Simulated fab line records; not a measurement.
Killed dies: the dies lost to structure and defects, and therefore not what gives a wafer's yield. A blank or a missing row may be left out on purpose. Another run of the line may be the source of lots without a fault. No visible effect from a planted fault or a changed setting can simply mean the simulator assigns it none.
Matching of chambers || flow gf180mcu || GF_CONTACT_CVD_02 on pecvd-02: 3 sister chambers
The step deposits SiO2 from TEOS, target thk 860 nm, time 95.992 s. 6 wafers are shown with their chamber, then 7 later ones without.

== WAFERS WITH THEIR CHAMBER ==
{"wafer": "L230.5", "chamber": 0, "heater-power-w (W)": 549, "susceptor-temp-C (C)": 400.14}
{"wafer": "L237.1", "chamber": 2, "heater-power-w (W)": 687, "susceptor-temp-C (C)": 400.18}
{"wafer": "L237.2", "chamber": 0, "heater-power-w (W)": 651, "susceptor-temp-C (C)": 400.11}
{"wafer": "L237.6", "chamber": 1, "heater-power-w (W)": 729, "susceptor-temp-C (C)": 400.19}
{"wafer": "L238.1", "chamber": 2, "heater-power-w (W)": 734, "susceptor-temp-C (C)": 399.93}
{"wafer": "L238.2", "chamber": 1, "heater-power-w (W)": 678, "susceptor-temp-C (C)": 399.84}

== WAFERS WITHOUT THEIR CHAMBER ==
{"wafer": "L238.4", "heater-power-w (W)": 590, "susceptor-temp-C (C)": 400.35}
{"wafer": "L241.2", "heater-power-w (W)": 597, "susceptor-temp-C (C)": 400.07}
{"wafer": "L241.3", "heater-power-w (W)": 651, "susceptor-temp-C (C)": 399.51}
{"wafer": "L241.5", "heater-power-w (W)": 626, "susceptor-temp-C (C)": 400.02}
{"wafer": "L247.3", "heater-power-w (W)": 752, "susceptor-temp-C (C)": 399.88}
{"wafer": "L247.4", "heater-power-w (W)": 722, "susceptor-temp-C (C)": 399.91}
{"wafer": "L247.5", "heater-power-w (W)": 592, "susceptor-temp-C (C)": 399.87}

== CHAMBER TAKEN BY EACH ==
{"wafer": "L238.4", "from the rows above": "can't be placed: 0 or 2 or 1", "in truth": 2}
{"wafer": "L241.2", "from the rows above": "can't be placed: 0 or 1 or 2", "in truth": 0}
{"wafer": "L241.3", "from the rows above": "can't be placed: 1 or 2 or 0", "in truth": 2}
{"wafer": "L241.5", "from the rows above": "can't be placed: 0 or 1 or 2", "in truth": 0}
{"wafer": "L247.3", "from the rows above": "can't be placed: 1 or 2", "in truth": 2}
{"wafer": "L247.4", "from the rows above": "can't be placed: 1 or 2", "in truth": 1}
{"wafer": "L247.5", "from the rows above": "can't be placed: 0 or 1 or 2", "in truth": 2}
Correct placement for 0 of the 7. Not placeable from these rows: 7 (in 7, the candidates include the true chamber). Placed wrongly: 0.
How it was worked out, from the rows above alone: a wafer's distance from a chamber is the root of the sum, over the readings, of the square of ((its reading less the chamber's mean) divided by the reading's scatter). If the next closest chamber is less than 2 further off than the closest, the wafer can't be placed; otherwise it belongs to the closest. The mean given for a chamber averages the wafers shown for that chamber. The scatter: take each reading less its chamber's mean, square it, sum over the shown wafers, divide by the number of wafers less the number of chambers, and take the root.
